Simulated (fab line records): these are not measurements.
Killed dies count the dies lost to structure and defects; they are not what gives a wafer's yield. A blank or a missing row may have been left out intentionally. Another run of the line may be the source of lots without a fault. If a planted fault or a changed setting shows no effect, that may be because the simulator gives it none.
fab line records | flow sky130
record: lots: 13 wafers: 39 last_day: 50
route steps=708 shown LOCAL_INTERCONNECT@404 VIA4@650 METAL5@662 PAD_OPEN@702
lots that met no fault: taken from a fault-free run of the same line
start_h: start of the lot's first displayed wafer, in hours after the record's first day | wait_h: hours from the lot's prior step to this one | " identical to the entry in the row above | L1.1+2: one row covering several wafers at once | - no value, or no start given | * or withheld: withheld | < > ~ a bound
route shown NAME@n: NAME is a module with steps in the file, n the number in the route of the first one | usual: mean and standard deviation over wafers with no fault | same: alike in all rows | chamber/n: place in a boat | sites: readings site by site | _std_site: their standard deviation | _edge_site: the outer-site mean with the inner-site mean subtracted | radius_mm: for every site, how far away it sits from the centre of the wafer | mask NAME#n: copy n | behind: the last tool/chamber to shape the wafer | hold: why the lot went on hold/how many hours it stayed there/how the hold came to an end | device: names the non-switching transistor (n, p or np) | end of line: the tests these same wafers got at the end of their route | a step given without rows: its recipe and nothing more | killed: not the wafer's yield, but the dies lost to structure and defects at the first sort | map: a wafer's dies, marking killed ones x, the rest . and places with no die _
set.NAME: the setting the step ran with; set.NAME@STEP: the setting that earlier step ran with | model.NAME: the simulator's own value behind a step, which no gauge read
route steps across a sampled set of lots; one table per step, one row per wafer
services: from which hour (start_h, from the record's first day; less than 0 if before it) a tool's chamber was out of use, for how many hours, and why
== steps ==
step: SKY_LOCAL_INTERCONNECT_CLEAN_17
recipe: chemistry: IPA time_s: 180 temp_c: 25
columns lot.wafer tool chamber start_h wait_h
L616.1+4+6 wet_bench-03 0 715.47 0.0
L617.4+5+6 wet_bench-04 2 720.51 0.0
L619.2+3+5 wet_bench-02 0 735.61 0.0
L620.2+5+6 wet_bench-02 2 759.71 0.0
L623.1+2+6 wet_bench-02 0 777.44 0.0
L624.1+2+4 wet_bench-03 3 789.49 0.0
L628.1+4+5 wet_bench-03 0 807.57 0.0
L630.2+3+6 wet_bench-03 2 826.98 0.0
L631.1+2+5 wet_bench-04 1 830.45 0.0
L633.1+3+5 wet_bench-03 0 854.68 0.0
L636.1+4+5 wet_bench-04 3 864.74 0.0
L637.1+2+4 wet_bench-02 0 871.46 0.0
L638.1+2+5 wet_bench-02 1 882.48 0.0
step: SKY_VIA4_OVL_MEAS_11
usual: VIA4_OVL: -1.8/1.5
columns lot.wafer tool chamber start_h wait_h VIA4_OVL[nm]
L616.1 overlay-02 - 1012.70 0.1 -3.4
L616.4 " - " " -1.6
L616.6 " - " " -3.2
L617.4 overlay-02 - 1018.34 0.1 -2.1
L617.5 " - " " -3.9
L617.6 " - " " -3.5
L619.2 overlay-02 - 1030.02 0.1 -0.2
L619.3 " - " " 0.3
L619.5 " - " " -0.6
L620.2 overlay-01 - 1050.26 0.1 -1.5
L620.5 " - " " -0.2
L620.6 " - " " -0.5
L623.1 overlay-01 - 1068.20 0.1 -0.1
L623.2 " - " " -1.2
L623.6 " - " " -0.5
L624.1 overlay-02 - 1074.55 0.1 -4.3
L624.2 " - " " -4.6
L624.4 " - " " -3.6
L628.1 overlay-02 - 1089.35 0.1 -1.6
L628.4 " - " " -2.3
L628.5 " - " " -2.2
L630.2 overlay-02 - 1103.26 0.1 1.4
L630.3 " - " " 0.5
L630.6 " - " " -0.5
L631.1 overlay-01 - 1114.42 0.1 -3.0
L631.2 " - " " -1.1
L631.5 " - " " -2.0
L633.1 overlay-01 - 1126.05 0.1 -1.4
L633.3 " - " " -1.7
L633.5 " - " " -0.7
L636.1 overlay-01 - 1134.05 0.1 -3.0
L636.4 " - " " -1.8
L636.5 " - " " -2.8
L637.1 overlay-02 - 1140.57 2.3 -4.9
L637.2 " - " " -5.3
L637.4 " - " " -3.4
L638.1 overlay-02 - 1146.20 0.1 -0.1
L638.2 " - " " -0.5
L638.5 " - " " -0.3
step: SKY_METAL5_SPUTTER_01
recipe: material: TiN target_thk_nm: 20 power_w: 6500 time_s: 16.7 chamber_pressure_pa: 0.4
usual: throttle_valve_pct: 30.0/1
columns lot.wafer tool chamber start_h wait_h throttle_valve_pct
L616.1 pvd_sputter-03 - 1014.12 0.0 30.7
L616.4 " - " " 29.4
L616.6 " - " " 29.8
L617.4 pvd_sputter-03 - 1019.73 0.0 29.3
L617.5 " - " " 29.7
L617.6 " - " " 29.1
L619.2 pvd_sputter-03 - 1031.44 0.0 30.8
L619.3 " - " " 29.7
L619.5 " - " " 31.1
L620.2 pvd_sputter-04 - 1051.81 0.0 29.4
L620.5 " - " " 29.9
L620.6 " - " " 29.9
L623.1 pvd_sputter-02 - 1069.68 0.0 32.1
L623.2 " - " " 30.0
L623.6 " - " " 27.7
L624.1 pvd_sputter-03 - 1076.19 0.0 29.1
L624.2 " - " " 29.6
L624.4 " - " " 30.8
L628.1 pvd_sputter-04 - 1090.77 0.0 29.5
L628.4 " - " " 30.1
L628.5 " - " " 28.1
L630.2 pvd_sputter-03 - 1104.69 0.0 30.9
L630.3 " - " " 29.9
L630.6 " - " " 31.1
L631.1 pvd_sputter-03 - 1115.83 0.0 30.9
L631.2 " - " " 31.0
L631.5 " - " " 29.5
L633.1 pvd_sputter-03 - 1127.47 0.0 30.8
L633.3 " - " " 29.6
L633.5 " - " " 29.7
L636.1 pvd_sputter-03 - 1135.67 0.0 29.6
L636.4 " - " " 30.7
L636.5 " - " " 29.5
L637.1 pvd_sputter-02 - 1142.61 0.0 32.1
L637.2 " - " " 27.5
L637.4 " - " " 30.5
L638.1 pvd_sputter-02 - 1147.62 0.0 30.0
L638.2 " - " " 32.1
L638.5 " - " " 29.9
step: SKY_PAD_OPEN_STRIP_08
recipe: chemistry: O2/N2 power_w: 1400 pressure_mtorr: 1500 platen_temp_c: withheld overash_fraction: 0.7 o2_flow_sccm: 3000 n2_flow_sccm: 300
usual: chamber_pressure_mTorr: 1500.0/1.3 drypump_motor_current_A: 5.7/0.37 oes_product_au: 0.663/0.0042 strip_time_to_endpoint_s: 37.06/0.097
columns lot.wafer tool chamber start_h wait_h chamber_pressure_mTorr drypump_motor_current_A oes_product_au rf_hours_counter_h strip_time_to_endpoint_s
L616.1 plasma_asher-01 1 1082.76 0.1 1499.3 5.2 0.665 66 37.05
L616.4 " 0 " " 1498.5 6.3 0.665 - 37.19
L616.6 " 1 " " 1500.3 5.2 0.656 - 37.04
L617.4 plasma_asher-04 0 1086.64 0.1 1496.2 5.3 0.659 - 37.09
L617.5 " 0 " " 1499.9 5.3 0.661 - 37.11
L617.6 " 1 " " 1499.5 5.7 0.661 - 37.08
L619.2 plasma_asher-03 1 1097.29 0.1 1502.0 6.1 0.659 34 37.06
L619.3 " 0 " " 1501.6 5.9 0.658 - 37.07
L619.5 " 0 " " 1498.5 5.9 0.666 - 37.09
L620.2 plasma_asher-01 0 1116.24 0.1 1499.4 6.3 0.662 69 37.11
L620.5 " 1 " " 1501.1 5.2 0.665 - 37.13
L620.6 " 0 " " 1499.6 6.3 0.662 - 37.08
L623.1 plasma_asher-03 0 1132.80 0.1 1498.7 5.9 0.659 38 36.98
L623.2 " 1 " " 1499.1 6.1 0.668 38 37.08
L623.6 " 1 " " 1499.5 6.1 0.665 - 37.12
L624.1 plasma_asher-03 1 1137.50 0.1 1501.9 6.1 0.665 39 37.05
L624.2 " 0 " " 1500.9 5.9 0.666 39 36.98
L624.4 " 1 " " 1497.3 6.1 0.667 - 37.02
L628.1 plasma_asher-03 1 1149.36 0.1 1500.1 6.1 0.656 40 37.11
L628.4 " 1 " " 1498.9 6.1 0.664 - 37.12
L628.5 " 1 " " 1501.6 6.1 0.673 - 37.12
L630.2 plasma_asher-04 1 1165.31 0.1 1498.3 5.7 0.663 9 36.96
L630.3 " 1 " " 1501.5 5.7 0.665 - 37.07
L630.6 " 0 " " 1499.1 5.3 0.659 - 37.08
L631.1 plasma_asher-01 1 1172.94 0.1 1501.3 5.2 0.660 73 37.16
L631.2 " 0 " " 1500.5 6.3 0.662 73 37.21
L631.5 " 1 " " 1502.0 5.2 0.658 - 37.11
L633.1 plasma_asher-04 1 1183.69 0.1 1499.9 5.7 0.670 11 37.04
L633.3 " 1 " " 1500.0 5.7 0.662 - 37.20
L633.5 " 1 " " 1499.6 5.7 0.670 - 37.06
L636.1 plasma_asher-04 0 1190.46 0.1 1500.6 5.3 0.660 12 37.17
L636.4 " 0 " " 1498.8 5.3 0.664 - 37.11
L636.5 " 0 " " 1499.1 5.3 0.658 - 37.15
L637.1 plasma_asher-01 1 1194.16 0.1 1501.2 5.1 0.665 76 36.97
L637.2 " 0 " " 1499.7 6.3 0.659 76 37.04
L637.4 " 0 " " 1499.6 6.3 0.666 - 37.01
L638.1 plasma_asher-04 1 1199.94 0.1 1498.1 5.7 0.659 13 37.07
L638.2 " 0 " " 1498.3 5.3 0.660 13 37.04
L638.5 " 1 " " 1500.4 5.7 0.667 - 37.01
step: SKY_PAD_OPEN_PROBE_99
usual: killed_at_M0_to_M3: 42/6.3 killed_at_M4_up: 2.8/1.9 killed_at_contacts: 23/5.3 killed_at_front_end: 16/4.3 killed_at_other: 0.2/0.51 killed_dies: 84/9.3 killed_open: 46/7.6 killed_short: 38/6.3
same: gross_dies: 492 killed_at_back_side: 0
columns lot.wafer tool chamber start_h wait_h killed_at_M0_to_M3 killed_at_M4_up killed_at_contacts killed_at_front_end killed_at_other killed_dies killed_open killed_short
L620.2 prober-02 - 1118.78 0.1 55 3 15 12 0 85 49 36
L620.5 prober-02 - 1118.93 0.2 40 2 33 20 1 96 58 38
L620.6 prober-02 - 1118.98 0.2 44 4 17 12 0 77 50 27
L628.1 prober-01 - 1151.84 0.1 49 0 19 12 0 80 53 27
L628.4 prober-01 - 1151.99 0.2 44 3 34 20 0 101 58 43
L628.5 prober-01 - 1152.04 0.2 31 5 19 15 0 70 37 33
L630.2 prober-01 - 1167.57 0.1 48 2 78 19 0 147 55 40
L630.3 prober-01 - 1167.62 0.2 36 5 68 16 0 125 42 35
L630.6 prober-01 - 1167.77 0.2 38 5 72 20 0 135 48 35
L633.1 prober-02 - 1185.90 0.1 43 1 61 15 0 120 48 32
L633.3 prober-02 - 1186.00 0.2 36 1 48 11 0 96 33 25
L633.5 prober-02 - 1186.10 0.2 35 5 65 8 0 113 41 34
killed by level:class
L620.2 VIA1:geometric_particle:open=12 VIA3:geometric_particle:open=9 METAL2:geometric_particle:short=8 VIA1:geometric_particle:short=5 LI_CONTACT:geometric_particle:open=5 CONTACT:geometric_particle:open=5 VIA2:geometric_particle:open=5 FIELD_ISO:geometric_particle:open=4
L620.5 CONTACT:geometric_particle:open=13 VIA2:geometric_particle:open=12 VIA1:geometric_particle:open=8 POLY_GATE:geometric_particle:open=7 LI_CONTACT:geometric_particle:open=7 LI_CONTACT:geometric_particle:short=5 VIA3:geometric_particle:open=5 VIA1:geometric_particle:short=5
L620.6 VIA1:geometric_particle:open=16 VIA3:geometric_particle:open=7 CONTACT:geometric_particle:open=6 LI_CONTACT:geometric_particle:open=5 FIELD_ISO:geometric_particle:open=3 CONTACT:geometric_particle:short=3 METAL1:geometric_particle:short=3 METAL1:geometric_particle:open=3
L628.1 VIA3:geometric_particle:open=10 VIA2:geometric_particle:open=10 LI_CONTACT:geometric_particle:open=8 VIA1:geometric_particle:open=8 METAL1:geometric_particle:short=6 CONTACT:geometric_particle:open=5 METAL2:geometric_particle:short=5 FIELD_ISO:geometric_particle:open=4
L628.4 VIA1:geometric_particle:open=11 CONTACT:geometric_particle:open=11 LI_CONTACT:geometric_particle:open=9 VIA3:geometric_particle:open=8 POLY_GATE:geometric_particle:short=6 METAL1:geometric_particle:short=6 FIELD_ISO:geometric_particle:short=5 CONTACT:geometric_particle:short=5
L628.5 FIELD_ISO:geometric_particle:short=8 CONTACT:geometric_particle:open=8 METAL1:geometric_particle:short=7 LI_CONTACT:geometric_particle:open=7 VIA1:geometric_particle:short=7 VIA2:geometric_particle:open=6 VIA1:geometric_particle:open=3 VIA3:geometric_particle:open=3
L630.2 LOCAL_INTERCONNECT:unspecified=52 CONTACT:geometric_particle:open=11 VIA1:geometric_particle:open=10 VIA3:geometric_particle:open=8 FIELD_ISO:geometric_particle:open=7 VIA2:geometric_particle:open=7 METAL2:geometric_particle:short=6 CONTACT:geometric_particle:short=5
L630.3 LOCAL_INTERCONNECT:unspecified=48 VIA1:geometric_particle:open=13 METAL1:geometric_particle:short=8 LI_CONTACT:geometric_particle:open=7 VIA2:geometric_particle:open=7 FIELD_ISO:geometric_particle:short=6 CONTACT:geometric_particle:open=5 POLY_GATE:geometric_particle:short=4
L630.6 LOCAL_INTERCONNECT:unspecified=52 VIA1:geometric_particle:open=9 VIA3:geometric_particle:open=8 CONTACT:geometric_particle:open=7 CONTACT:geometric_particle:short=7 FIELD_ISO:geometric_particle:open=6 METAL4:geometric_particle:short=5 POLY_GATE:geometric_particle:open=5
L633.1 LOCAL_INTERCONNECT:unspecified=40 VIA2:geometric_particle:open=13 CONTACT:geometric_particle:open=9 VIA1:geometric_particle:open=9 FIELD_ISO:geometric_particle:short=7 LI_CONTACT:geometric_particle:open=7 METAL2:geometric_particle:short=4 VIA3:geometric_particle:short=4
L633.3 LOCAL_INTERCONNECT:unspecified=38 VIA1:geometric_particle:open=12 VIA2:geometric_particle:open=6 VIA3:geometric_particle:open=5 CONTACT:geometric_particle:open=4 CONTACT:geometric_particle:short=3 METAL1:geometric_particle:short=3 METAL2:geometric_particle:short=3
L633.5 LOCAL_INTERCONNECT:unspecified=38 CONTACT:geometric_particle:open=10 LI_CONTACT:geometric_particle:open=8 VIA1:geometric_particle:open=7 VIA1:geometric_particle:short=6 CONTACT:geometric_particle:short=5 METAL4:geometric_particle:short=5 VIA2:geometric_particle:open=4
== services ==
columns tool chamber start_h hours kind
pvd_sputter-03 - 692.52 4.3 repair
plasma_asher-01 - 698.82 3.3 repair
wet_bench-04 - 723.59 4.0 repair
plasma_asher-03 - 733.75 9.0 pm
pvd_sputter-03 - 764.84 11.0 repair
plasma_asher-04 - 834.18 2.5 repair
plasma_asher-03 - 869.30 0.8 repair
wet_bench-02 - 877.40 1.6 repair
plasma_asher-01 - 888.95 8.0 repair
wet_bench-03 - 891.93 6.3 repair
plasma_asher-03 - 908.75 2.7 repair
pvd_sputter-03 - 945.22 2.5 repair
pvd_sputter-03 - 946.85 3.5 repair
plasma_asher-03 - 966.21 14.6 pm
pvd_sputter-03 - 995.67 5.6 repair
plasma_asher-04 - 1002.17 1.3 repair
plasma_asher-01 - 1012.65 1.5 repair
plasma_asher-04 - 1049.25 4.8 repair
plasma_asher-04 - 1055.25 9.0 pm
plasma_asher-01 - 1112.49 2.8 pm
plasma_asher-01 - 1119.76 14.6 pm
plasma_asher-04 - 1120.76 15.6 pm
plasma_asher-04 - 1143.23 0.8 repair
plasma_asher-03 - 1190.22 2.8 pm
== key ==
first_sign: step: SKY_PAD_OPEN_PROBE_99 reading: killed_at_contacts direction: up sigmas: 8 usual: 23 struck: 65
effect: step: SKY_PAD_OPEN_PROBE_99 reading: killed_dies direction: up sigmas: 4.2 usual: 84 struck: 123
met_at SKY_LOCAL_INTERCONNECT_CLEAN_17
struck_lots L630,L633
tester_left_out L630,L633
not_acting_at SKY_VIA4_OVL_MEAS_11,SKY_METAL5_SPUTTER_01,SKY_PAD_OPEN_STRIP_08
onset_between 807.57 826.98
fault: kind: chamber_particle_source tool: wet_bench-03 chamber: - onset_h: 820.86 steps: SKY_LOCAL_INTERCONNECT_CLEAN_17 rate_per_visit_cm2: 0.64501 end_h: 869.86
tester_left_out: of these lots the tester's yield and bins aren't shown, on N5 and GAA mostly nor the transistor test; their killed dies are dies lost to structure and defects alone, not to doping, threshold or leakage, so they don't give the yield
